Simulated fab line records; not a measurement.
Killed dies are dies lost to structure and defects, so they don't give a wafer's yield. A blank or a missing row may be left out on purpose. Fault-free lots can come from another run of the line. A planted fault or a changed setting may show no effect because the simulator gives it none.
The tool behind it: which one? :: flow gf180mcu :: Sampling: 11 lots, 33 wafers, 5 of 602 route steps

== WHAT EACH GAUGE READ, for each wafer ==
GF_V4_RS_MEAS_24: a four-point-probe measurement.
lot: L807
measured: day 24 09:19
on: filmMetro-02
V4_W_RS (ohm/sq): 0.326 0.325 0.327

lot: L808
measured: day 25 04:59
on: filmMetro-02
V4_W_RS (ohm/sq): 0.325 0.322 0.321

lot: L810
measured: day 25 08:23
on: filmMetro-02
V4_W_RS (ohm/sq): 0.324 0.324 0.328

lot: L815
measured: day 27 02:26
on: filmMetro-02
V4_W_RS (ohm/sq): 0.324 0.324 0.323

lot: L820
measured: day 28 19:22
on: filmMetro-02
V4_W_RS (ohm/sq): 0.356 0.355 0.357

lot: L821
measured: day 29 04:01
on: filmMetro-04
V4_W_RS (ohm/sq): 0.354 0.353 0.353

lot: L823
measured: day 29 07:37
on: filmMetro-04
V4_W_RS (ohm/sq): 0.328 0.329 0.330

lot: L824
measured: day 29 22:26
on: filmMetro-01
V4_W_RS (ohm/sq): 0.325 0.329 0.326

lot: L827
measured: day 30 23:48
on: filmMetro-04
V4_W_RS (ohm/sq): 0.327 0.326 0.328

lot: L829
measured: day 31 05:32
on: filmMetro-01
V4_W_RS (ohm/sq): 0.328 0.327 0.330

lot: L830
measured: day 31 10:10
on: filmMetro-01
V4_W_RS (ohm/sq): 0.328 0.328 0.323

GF_V4_THK_MEAS_25: measures by xrf.
lot: L807
measured: day 24 09:26
on: filmMetro-02
V4_W_THK (nm): 379 379 380

lot: L808
measured: day 25 05:06
on: filmMetro-02
V4_W_THK (nm): 380 380 384

lot: L810
measured: day 25 08:28
on: filmMetro-02
V4_W_THK (nm): 379 379 375

lot: L815
measured: day 27 02:32
on: filmMetro-02
V4_W_THK (nm): 382 378 382

lot: L820
measured: day 28 19:29
on: filmMetro-02
V4_W_THK (nm): 343 344 345

lot: L821
measured: day 29 04:08
on: filmMetro-04
V4_W_THK (nm): 348 348 349

lot: L823
measured: day 29 07:44
on: filmMetro-04
V4_W_THK (nm): 377 377 373

lot: L824
measured: day 29 22:33
on: filmMetro-01
V4_W_THK (nm): 383 376 380

lot: L827
measured: day 30 23:55
on: filmMetro-04
V4_W_THK (nm): 376 378 374

lot: L829
measured: day 31 05:40
on: filmMetro-01
V4_W_THK (nm): 377 379 377

lot: L830
measured: day 31 10:17
on: filmMetro-01
V4_W_THK (nm): 380 381 383

== TOOL THAT RAN EACH LOT (tool first, then ch and the chambers of the sampled wafers, then the start) ==
lot: L807
GF_V3_STRIP_18: plasmaAsher-03 ch 0,1, day 22 08:10
GF_M4_SPUTTER_03: pvdSputter-03, day 22 09:34
GF_V4_CVD_23: cvdW-02 ch 0,1, day 24 09:11

lot: L808
GF_V3_STRIP_18: plasmaAsher-02 ch 0,1, day 23 03:44
GF_M4_SPUTTER_03: pvdSputter-03, day 23 05:07
GF_V4_CVD_23: cvdW-02 ch 0,1, day 25 04:52

lot: L810
GF_V3_STRIP_18: plasmaAsher-03 ch 0,1, day 23 08:14
GF_M4_SPUTTER_03: pvdSputter-03, day 23 09:38
GF_V4_CVD_23: cvdW-01 ch 0,1, day 25 08:14

lot: L815
GF_V3_STRIP_18: plasmaAsher-02 ch 0,1, day 25 05:05
GF_M4_SPUTTER_03: pvdSputter-03, day 25 06:29
GF_V4_CVD_23: cvdW-02 ch 0,1, day 27 02:19

lot: L820
GF_V3_STRIP_18: plasmaAsher-02 ch 0,1, day 26 23:55
GF_M4_SPUTTER_03: pvdSputter-02, day 27 01:18
GF_V4_CVD_23: cvdW-02 ch 0,1, day 28 19:14

lot: L821
GF_V3_STRIP_18: plasmaAsher-01 ch 0,1, day 27 08:50
GF_M4_SPUTTER_03: pvdSputter-02, day 27 10:15
GF_V4_CVD_23: cvdW-02 ch 0,1, day 29 03:54

lot: L823
GF_V3_STRIP_18: plasmaAsher-03 ch 0,1, day 27 12:39
GF_M4_SPUTTER_03: pvdSputter-02, day 27 14:02
GF_V4_CVD_23: cvdW-01 ch 0,1, day 29 07:31

lot: L824
GF_V3_STRIP_18: plasmaAsher-02 ch 0,1, day 28 04:21
GF_M4_SPUTTER_03: pvdSputter-04, day 28 05:48
GF_V4_CVD_23: cvdW-01 ch 0,1, day 29 22:19

lot: L827
GF_V3_STRIP_18: plasmaAsher-01 ch 0,1, day 29 06:12
GF_M4_SPUTTER_03: pvdSputter-02, day 29 07:42
GF_V4_CVD_23: cvdW-01 ch 1, day 30 23:41

lot: L829
GF_V3_STRIP_18: plasmaAsher-03 ch 0,1, day 29 13:25
GF_M4_SPUTTER_03: pvdSputter-03, day 29 14:53
GF_V4_CVD_23: cvdW-01 ch 1, day 31 05:26

lot: L830
GF_V3_STRIP_18: plasmaAsher-01 ch 0,1, day 29 18:41
GF_M4_SPUTTER_03: pvdSputter-02, day 29 20:14
GF_V4_CVD_23: cvdW-01 ch 0, day 31 10:02
- GF_V3_STRIP_18: strips in O2/N2.
- GF_M4_SPUTTER_03: material Ti, target thk 10 nm, time 6.7 s.
- GF_V4_CVD_23: deposits W, target thk 350 nm, time 104.9 s.

== AS READ BY THE TOOLS THEMSELVES (means over the sampled wafers that have a number; for cases with no such wafer, the mark the record gives instead) ==
GF_V3_STRIP_18.
lot: L807
tool: plasmaAsher-03
drypumpMotorCurrentA (A): 5.7
heaterPowerW (W): 300
oesProductAu (a.u.): 0.596

lot: L808
tool: plasmaAsher-02
drypumpMotorCurrentA (A): 6.6
heaterPowerW (W): 357
oesProductAu (a.u.): 0.595

lot: L810
tool: plasmaAsher-03
drypumpMotorCurrentA (A): 5.8
heaterPowerW (W): 331
oesProductAu (a.u.): 0.583

lot: L815
tool: plasmaAsher-02
drypumpMotorCurrentA (A): 6.7
heaterPowerW (W): 351
oesProductAu (a.u.): 0.600

lot: L820
tool: plasmaAsher-02
drypumpMotorCurrentA (A): 6.6
heaterPowerW (W): 357
oesProductAu (a.u.): 0.588

lot: L821
tool: plasmaAsher-01
drypumpMotorCurrentA (A): 5.8
heaterPowerW (W): 308
oesProductAu (a.u.): 0.594

lot: L823
tool: plasmaAsher-03
drypumpMotorCurrentA (A): 5.7
heaterPowerW (W): 299
oesProductAu (a.u.): 0.592

lot: L824
tool: plasmaAsher-02
drypumpMotorCurrentA (A): 6.7
heaterPowerW (W): 356
oesProductAu (a.u.): 0.597

lot: L827
tool: plasmaAsher-01
drypumpMotorCurrentA (A): 5.8
heaterPowerW (W): 307
oesProductAu (a.u.): 0.594

lot: L829
tool: plasmaAsher-03
drypumpMotorCurrentA (A): 5.7
heaterPowerW (W): 308
oesProductAu (a.u.): 0.588

lot: L830
tool: plasmaAsher-01
drypumpMotorCurrentA (A): 5.8
heaterPowerW (W): 313
oesProductAu (a.u.): 0.593

GF_M4_SPUTTER_03.
lot: L807
tool: pvdSputter-03
throttleValvePct (%): 30.9

lot: L808
tool: pvdSputter-03
throttleValvePct (%): 29.7

lot: L810
tool: pvdSputter-03
throttleValvePct (%): 30.3

lot: L815
tool: pvdSputter-03
throttleValvePct (%): 31.0

lot: L820
tool: pvdSputter-02
throttleValvePct (%): 29.1

lot: L821
tool: pvdSputter-02
throttleValvePct (%): 29.2

lot: L823
tool: pvdSputter-02
throttleValvePct (%): 29.4

lot: L824
tool: pvdSputter-04
throttleValvePct (%): 30.1

lot: L827
tool: pvdSputter-02
throttleValvePct (%): 29.1

lot: L829
tool: pvdSputter-03
throttleValvePct (%): 29.5

lot: L830
tool: pvdSputter-02
throttleValvePct (%): 29.7

GF_V4_CVD_23.
lot: L807
tool: cvdW-02
chamberPressureTorr (Torr): 40.00
heaterPowerW (W): 893
susceptorTempC (C): 399.85

lot: L808
tool: cvdW-02
chamberPressureTorr (Torr): 39.98
heaterPowerW (W): 871
susceptorTempC (C): 399.79

lot: L810
tool: cvdW-01
chamberPressureTorr (Torr): 40.07
heaterPowerW (W): 1104
susceptorTempC (C): 399.92

lot: L815
tool: cvdW-02
chamberPressureTorr (Torr): 39.99
heaterPowerW (W): 885
susceptorTempC (C): 399.98

lot: L820
tool: cvdW-02
chamberPressureTorr (Torr): 33.90
heaterPowerW (W): 899
susceptorTempC (C): 399.67

lot: L821
tool: cvdW-02
chamberPressureTorr (Torr): 33.95
heaterPowerW (W): 889
susceptorTempC (C): 400.24

lot: L823
tool: cvdW-01
chamberPressureTorr (Torr): 39.98
heaterPowerW (W): 1113
susceptorTempC (C): 399.68

lot: L824
tool: cvdW-01
chamberPressureTorr (Torr): 40.03
heaterPowerW (W): 1066
susceptorTempC (C): 400.07

lot: L827
tool: cvdW-01
chamberPressureTorr (Torr): 39.98
heaterPowerW (W): 1159
susceptorTempC (C): 399.92

lot: L829
tool: cvdW-01
chamberPressureTorr (Torr): 40.10
heaterPowerW (W): 1162
susceptorTempC (C): 400.15

lot: L830
tool: cvdW-01
chamberPressureTorr (Torr): 39.94
heaterPowerW (W): 1026
susceptorTempC (C): 399.94

== THE ANSWER, worked out from the rows above alone ==
Rule: the usual values come from the lots themselves. The widest of any qualifying gaps counts: lots, ordered by their means at a reading, are off when they make up no more than a third of the lots, leave a main group of 4 or more, and stand apart from it by 3 or more times the standard deviation of that group's means. If all means in a main group match to the digits the tables above print for the reading, that group is not used. Also off: a lot with no number at a reading for which 4 or more lots have one. The other lots that the step has rows for count as sound. The gauges are gone through in route order, then the tools' own readings, and for those a lot's mean is taken as printed above. At the first step where some lot is off, the reading lying furthest off is the one used; lots without a number count as furthest.
Off: L820, L821, at GF_V4_RS_MEAS_24 (V4_W_RS). For the main group the mean is 0.326 ohm/sq and the standard deviation 0.0019.
A tool fits if, at a process step before that reading, it ran every lot that is off, and no sound lot after the first of them. The gauges at GF_V4_RS_MEAS_24 aren't tried: what is off there is off at GF_V4_CVD_23 too, on other tools, and a gauge's error can't cause that. One fits: cvdW-02 at GF_V4_CVD_23. A fault onset in the window from L815 (day 27 02:19, its last sound lot) to L820 (day 28 19:14, its first lot off) fits.
The tool's own readings at GF_V4_CVD_23 bear it out: on the lots that are off they differ by more than 5 times the standard deviation of the sound lots' means. chamberPressureTorr reads 33.92 Torr there against 40.01 Torr on the sound lots.

== WHAT THE SIMULATOR PUT IN ==
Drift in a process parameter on cvdW-02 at GF_V4_CVD_23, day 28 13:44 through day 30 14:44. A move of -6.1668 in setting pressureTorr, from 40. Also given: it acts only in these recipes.
Struck lots among those shown: L820, L821. The rule given above showed the same thing.
